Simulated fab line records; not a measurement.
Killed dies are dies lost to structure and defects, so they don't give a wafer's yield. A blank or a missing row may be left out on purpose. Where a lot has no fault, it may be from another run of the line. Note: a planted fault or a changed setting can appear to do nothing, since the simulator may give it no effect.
2 desks looking at one fault || flow sky130 || only its own numbers are on each desk; what lay behind them is given at the end

== FROM THE METROLOGY DESK ==
Lot by lot, what the gauges showed, no matter which tool ran the lot: averages of those sampled wafers that carry a number. The brackets show how far a lot's mean lies from the usual mean; more than 4 standard deviations puts the lot out of limits, marked OUT.
Columns: A = cd_nm at SKY_SD_N_CD_MEAS_07, usual 377.8 nm; B = SD_N_OVL at SKY_SD_N_OVL_MEAS_08, usual -0.6 nm; C = SD_N_TW at SKY_SD_N_TW_MEAS_12, usual 3978
{"lot": "L758", "first seen here": "day 28 20:16", "A": 378.3, "B": 2.0, "C": 4022}
{"lot": "L757", "first seen here": "day 28 22:05", "A": 374.3, "B": -1.2, "C": 4023}
{"lot": "L770", "first seen here": "day 32 20:49", "A": 376.7, "B": 1.2, "C": 4035}
{"lot": "L772", "first seen here": "day 33 04:46", "A": 372.4, "B": -0.5, "C": 3977}
{"lot": "L775", "first seen here": "day 35 01:32", "A": 379.3, "B": 1.0, "C": 3995}
{"lot": "L779", "first seen here": "day 35 13:46", "A": 377.8, "B": -1.1, "C": 3986}
Result from this desk: across the 6 lots, nothing is out of limits.

== FOR THE TOOL OWNER'S DESK: rtp_anneal-01 ==
The tool's own readings at SKY_SD_N_RTA_14 (time 2 s): means of the sampled wafers that have a number, for each lot that ran on this tool. The brackets show how far a lot's mean lies from the usual mean; more than 4 standard deviations puts the lot out of limits, marked OUT.
Columns: A = lamp_power_pct at SKY_SD_N_RTA_14, usual 15.74 %; B = ramp_down_c_per_s at SKY_SD_N_RTA_14, usual 90.000; C = ramp_up_c_per_s at SKY_SD_N_RTA_14, usual 150.00; D = wafer_temp_C_max at SKY_SD_N_RTA_14, usual 1078.1
{"lot": "L758", "first seen here": "day 28 20:56", "A": 15.77, "B": 90.000, "C": 150.00, "D": 1078.7}
{"lot": "L770", "first seen here": "day 32 21:29", "A": 15.75, "B": "35.998 (-99 or more) OUT", "C": 149.99, "D": 1078.5}
{"lot": "L772", "first seen here": "day 33 05:24", "A": 15.73, "B": "35.986 (-99 or more) OUT", "C": 149.98, "D": 1077.2}
This desk's finding: out of limits on L770, L772; first on L770, day 32 21:29 (ramp_down_c_per_s at SKY_SD_N_RTA_14). L758 stayed within limits.

== BROUGHT TOGETHER ==
The tool owner's desk had the chance to raise an alarm at day 32 21:29 on L770, L772.
The metrology desk saw nothing out of limits.
The metrology desk has L770, L772 on record, within its limits.
Every lot named ran SKY_SD_N_RTA_14 on rtp_anneal-01.

== WHAT THE SIMULATOR PUT IN ==
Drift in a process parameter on rtp_anneal-01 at SKY_SD_N_RTA_14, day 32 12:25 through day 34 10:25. From 90, the setting ramp_down_c_per_s moved by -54. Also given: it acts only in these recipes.
Struck lots among those shown: L770, L772.
Hours from the fault's start to each desk's first reading out of limits: the tool owner's desk, 9.
